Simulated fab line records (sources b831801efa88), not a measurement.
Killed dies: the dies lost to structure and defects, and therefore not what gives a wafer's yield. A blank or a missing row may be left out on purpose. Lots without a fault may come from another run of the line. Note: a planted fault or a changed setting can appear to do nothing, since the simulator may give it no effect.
Chamber matching / flow sky130 / pecvd-04 running SKY_CAPM_CVD_00: 3 sister chambers
The step deposits SiO2, target thk 15.5 nm. 6 wafers are shown with their chamber, then 7 later ones without.

WAFERS PAIRED WITH THEIR CHAMBERS
wafer=L905.2; chamber=2; heaterPowerW (W)=737
wafer=L907.4; chamber=2; heaterPowerW (W)=735
wafer=L910.1; chamber=1; heaterPowerW (W)=711
wafer=L910.5; chamber=1; heaterPowerW (W)=718
wafer=L918.2; chamber=0; heaterPowerW (W)=652
wafer=L918.4; chamber=0; heaterPowerW (W)=667

WAFERS MISSING THEIR CHAMBER
wafer=L918.6; heaterPowerW (W)=662
wafer=L923.1; heaterPowerW (W)=573
wafer=L923.4; heaterPowerW (W)=687
wafer=L923.6; heaterPowerW (W)=585
wafer=L924.2; heaterPowerW (W)=657
wafer=L924.5; heaterPowerW (W)=608
wafer=L924.6; heaterPowerW (W)=659

EACH ONE'S CHAMBER
wafer=L918.6; from the rows above=0; in truth=0
wafer=L923.1; from the rows above=0; in truth=0
wafer=L923.4; from the rows above=can't be placed: 0 or 1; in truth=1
wafer=L923.6; from the rows above=0; in truth=0
wafer=L924.2; from the rows above=0; in truth=0
wafer=L924.5; from the rows above=0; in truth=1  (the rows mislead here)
wafer=L924.6; from the rows above=0; in truth=0
Correct placement for 5 of the 7. Can't be placed from these rows: 1 (the true chamber is among the candidates in 1). Placed wrongly: 1.
How it was worked out, from the rows above alone: a wafer's distance from a chamber is the root of the sum, over the readings, of the square of ((its reading less the chamber's mean) divided by the reading's scatter). The wafer belongs to the nearest chamber; if the next one is less than 2 further off, it can't be placed. For every chamber, the mean is computed from those of its wafers that are shown. The scatter: take each reading less its chamber's mean, square it, sum over the shown wafers, divide by the number of wafers less the number of chambers, and take the root.
